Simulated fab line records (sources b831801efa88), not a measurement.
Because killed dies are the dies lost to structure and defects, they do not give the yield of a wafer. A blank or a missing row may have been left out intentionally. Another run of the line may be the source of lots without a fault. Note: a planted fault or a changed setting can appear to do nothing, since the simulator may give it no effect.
Which tool was responsible? | flow gf180mcu | Sampling: 24 lots, 72 wafers, 4 of 602 route steps

WHAT THE GAUGES SHOWED, per wafer
GF_M3_OVL_MEAS_15.
lot  | measured     | on         | M3_OVL (nm)
L074 | day 21 06:16 | overlay-01 | 13 8 2
L075 | day 21 15:38 | overlay-02 | 11 5 10
L076 | day 21 17:25 | overlay-02 | 0 5 6
L077 | day 22 09:44 | overlay-01 | 6 11 6
L078 | day 23 03:07 | overlay-02 | 6 6 -1
L079 | day 23 15:19 | overlay-02 | 1 7 4
L080 | day 23 16:16 | overlay-01 | 6 1 1
L083 | day 24 21:19 | overlay-02 | -1 7 0
L081 | day 24 23:01 | overlay-01 | 3 8 9
L082 | day 24 23:22 | overlay-02 | 7 8 11
L084 | day 25 15:58 | overlay-02 | 13 12 13
L085 | day 25 18:34 | overlay-02 | 5 1 10
L086 | day 25 18:52 | overlay-02 | -1 3 -3
L088 | day 26 01:46 | overlay-01 | 7 3 8
L087 | day 26 02:43 | overlay-02 | 7 13 13
L091 | day 26 17:53 | overlay-01 | 4 8 7
L089 | day 26 22:14 | overlay-02 | 10 11 4
L090 | day 26 23:19 | overlay-02 | 3 5 6
L092 | day 27 04:59 | overlay-02 | 7 0 0
L093 | day 27 11:13 | overlay-01 | 9 4 5
L094 | day 27 12:07 | overlay-01 | 7 11 4
L095 | day 27 21:11 | overlay-01 | 6 12 8
L096 | day 28 02:50 | overlay-01 | 2 1 9
L097 | day 28 11:40 | overlay-01 | 8 7 2

TOOL THAT RAN EACH LOT (tool first, then ch and the chambers of the sampled wafers, then the start)
lot  | GF_V1_CMP_04                  | GF_V1_SPUTTER_21            | GF_M3_SPUTTER_02
L074 | cmp-01 ch 1,2, day 17 02:01   | pvdSputter-01, day 18 02:48 | pvdSputter-02, day 20 06:13
L075 | cmp-01 ch 1,2,3, day 17 11:28 | pvdSputter-02, day 18 12:15 | pvdSputter-04, day 20 16:14
L076 | cmp-02 ch 0,1,3, day 17 12:35 | pvdSputter-01, day 18 13:07 | pvdSputter-04, day 20 17:47
L077 | cmp-01 ch 1,2, day 18 06:22   | pvdSputter-03, day 19 07:05 | pvdSputter-01, day 21 10:40
L078 | cmp-01 ch 0,3, day 18 22:12   | pvdSputter-02, day 19 23:55 | pvdSputter-04, day 22 03:31
L079 | cmp-02 ch 1,2,3, day 19 12:55 | pvdSputter-03, day 20 15:02 | pvdSputter-04, day 22 17:24
L080 | cmp-02 ch 0,1, day 19 14:07   | pvdSputter-02, day 20 15:26 | pvdSputter-04, day 22 18:21
L083 | cmp-02 ch 0,1,2, day 20 21:40 | pvdSputter-03, day 21 21:56 | pvdSputter-04, day 23 23:43
L081 | cmp-01 ch 0,1,2, day 20 21:51 | pvdSputter-02, day 21 22:17 | pvdSputter-02, day 24 00:43
L082 | cmp-02 ch 1,3, day 20 22:18   | pvdSputter-02, day 21 23:00 | pvdSputter-04, day 24 01:35
L084 | cmp-01 ch 0,1,2, day 21 17:36 | pvdSputter-01, day 22 18:15 | pvdSputter-02, day 24 18:20
L085 | cmp-01 ch 0,1,2, day 21 20:56 | pvdSputter-01, day 22 21:04 | pvdSputter-01, day 24 20:43
L086 | cmp-01 ch 1,2,3, day 21 21:31 | pvdSputter-01, day 22 21:25 | pvdSputter-02, day 24 21:17
L088 | cmp-02 ch 0,1,3, day 22 04:38 | pvdSputter-02, day 23 04:40 | pvdSputter-01, day 25 04:13
L087 | cmp-01 ch 0,1, day 22 06:34   | pvdSputter-02, day 23 06:35 | pvdSputter-01, day 25 05:53
L091 | cmp-01 ch 1,2,3, day 22 22:47 | pvdSputter-03, day 23 22:38 | pvdSputter-01, day 25 21:34
L089 | cmp-01 ch 0,1, day 23 04:25   | pvdSputter-02, day 24 03:44 | pvdSputter-02, day 26 02:01
L090 | cmp-02 ch 2,3, day 23 04:35   | pvdSputter-01, day 24 03:50 | pvdSputter-04, day 26 02:23
L092 | cmp-02 ch 1,2,3, day 23 11:39 | pvdSputter-02, day 24 11:11 | pvdSputter-02, day 26 08:37
L093 | cmp-02 ch 1,2, day 23 18:47   | pvdSputter-03, day 24 17:52 | pvdSputter-01, day 26 15:47
L094 | cmp-02 ch 0,3, day 23 20:01   | pvdSputter-01, day 24 19:15 | pvdSputter-01, day 26 16:57
L095 | cmp-02 ch 2,3, day 24 06:02   | pvdSputter-02, day 25 04:32 | pvdSputter-01, day 27 01:48
L096 | cmp-01 ch 1,2,3, day 24 13:35 | pvdSputter-03, day 25 11:32 | pvdSputter-04, day 27 07:10
L097 | cmp-01 ch 0,1, day 24 22:26   | pvdSputter-01, day 25 20:35 | pvdSputter-02, day 27 16:02
- GF_V1_CMP_04: polishes SiO2.
- GF_V1_SPUTTER_21: material Ti, target thk 15 nm, time 80.02 s.
- GF_M3_SPUTTER_02: material AlCu, target thk 450 nm, time 23.9 s.

AS READ BY THE TOOLS THEMSELVES (means over the sampled wafers that have a number; for cases with no such wafer, the mark the record gives instead)
GF_V1_CMP_04.
lot  | tool   | motorCurrentA (A) | timeToEndpointS (s)
L074 | cmp-01 | 12.5              | 81
L075 | cmp-01 | 11.7              | 81
L076 | cmp-02 | 11.9              | 86
L077 | cmp-01 | 12.2              | 87
L078 | cmp-01 | 11.4              | 73
L079 | cmp-02 | 11.4              | 87
L080 | cmp-02 | 11.4              | 84
L083 | cmp-02 | 11.4              | 80
L081 | cmp-01 | 12.3              | 78
L082 | cmp-02 | 12.0              | 92
L084 | cmp-01 | 12.1              | 80
L085 | cmp-01 | 12.3              | 74
L086 | cmp-01 | 11.6              | 85
L088 | cmp-02 | 11.8              | 85
L087 | cmp-01 | 12.4              | 75
L091 | cmp-01 | 12.2              | 85
L089 | cmp-01 | 12.2              | 85
L090 | cmp-02 | 10.4              | 85
L092 | cmp-02 | 11.5              | 86
L093 | cmp-02 | 10.7              | 89
L094 | cmp-02 | 11.5              | 85
L095 | cmp-02 | 11.3              | 93
L096 | cmp-01 | 12.1              | 87
L097 | cmp-01 | 12.4              | 81

GF_V1_SPUTTER_21.
lot  | tool          | throttleValvePct (%)
L074 | pvdSputter-01 | 30.5
L075 | pvdSputter-02 | 29.5
L076 | pvdSputter-01 | 30.5
L077 | pvdSputter-03 | 30.3
L078 | pvdSputter-02 | 28.9
L079 | pvdSputter-03 | 30.4
L080 | pvdSputter-02 | 29.3
L083 | pvdSputter-03 | 30.4
L081 | pvdSputter-02 | 29.6
L082 | pvdSputter-02 | 29.5
L084 | pvdSputter-01 | 29.9
L085 | pvdSputter-01 | 31.1
L086 | pvdSputter-01 | 30.5
L088 | pvdSputter-02 | 30.5
L087 | pvdSputter-02 | 28.2
L091 | pvdSputter-03 | 30.2
L089 | pvdSputter-02 | 29.4
L090 | pvdSputter-01 | 30.7
L092 | pvdSputter-02 | 29.2
L093 | pvdSputter-03 | 30.8
L094 | pvdSputter-01 | 31.3
L095 | pvdSputter-02 | 29.3
L096 | pvdSputter-03 | 30.3
L097 | pvdSputter-01 | 30.7

GF_M3_SPUTTER_02.
lot  | tool          | throttleValvePct (%)
L074 | pvdSputter-02 | 28.5
L075 | pvdSputter-04 | 29.7
L076 | pvdSputter-04 | 29.5
L077 | pvdSputter-01 | 31.6
L078 | pvdSputter-04 | 29.7
L079 | pvdSputter-04 | 29.5
L080 | pvdSputter-04 | 29.4
L083 | pvdSputter-04 | 29.7
L081 | pvdSputter-02 | 28.5
L082 | pvdSputter-04 | 28.9
L084 | pvdSputter-02 | 30.0
L085 | pvdSputter-01 | 31.2
L086 | pvdSputter-02 | 30.5
L088 | pvdSputter-01 | 30.9
L087 | pvdSputter-01 | 30.5
L091 | pvdSputter-01 | 30.3
L089 | pvdSputter-02 | 29.7
L090 | pvdSputter-04 | 29.5
L092 | pvdSputter-02 | 30.4
L093 | pvdSputter-01 | 30.7
L094 | pvdSputter-01 | 31.3
L095 | pvdSputter-01 | 31.1
L096 | pvdSputter-04 | 29.5
L097 | pvdSputter-02 | 30.0

THE ANSWER, worked out from the rows above alone
Rule: the lots themselves supply what counts as usual. Put in order of their means at a reading, lots are off if they are a third of the lots or fewer, leave a main group of 4 or more, and stand apart from it by a gap of 3 or more times the standard deviation of the main group's means; of several such gaps the widest counts. If all means in a main group match to the digits the tables above print for the reading, that group is not used. A lot without any number at a reading at which 4 lots or more have one is off too. Where the step has rows for the other lots, those lots are counted as sound. Order of review: gauges by route order, followed by the tools' own readings, for which a lot's mean as printed above is used. At the first step where some lot is off, the reading lying furthest off is the one used; lots without a number count as furthest.
Across all readings shown, no lot is off: no conclusion can be drawn from this.

WHAT THE SIMULATOR HAD PUT IN
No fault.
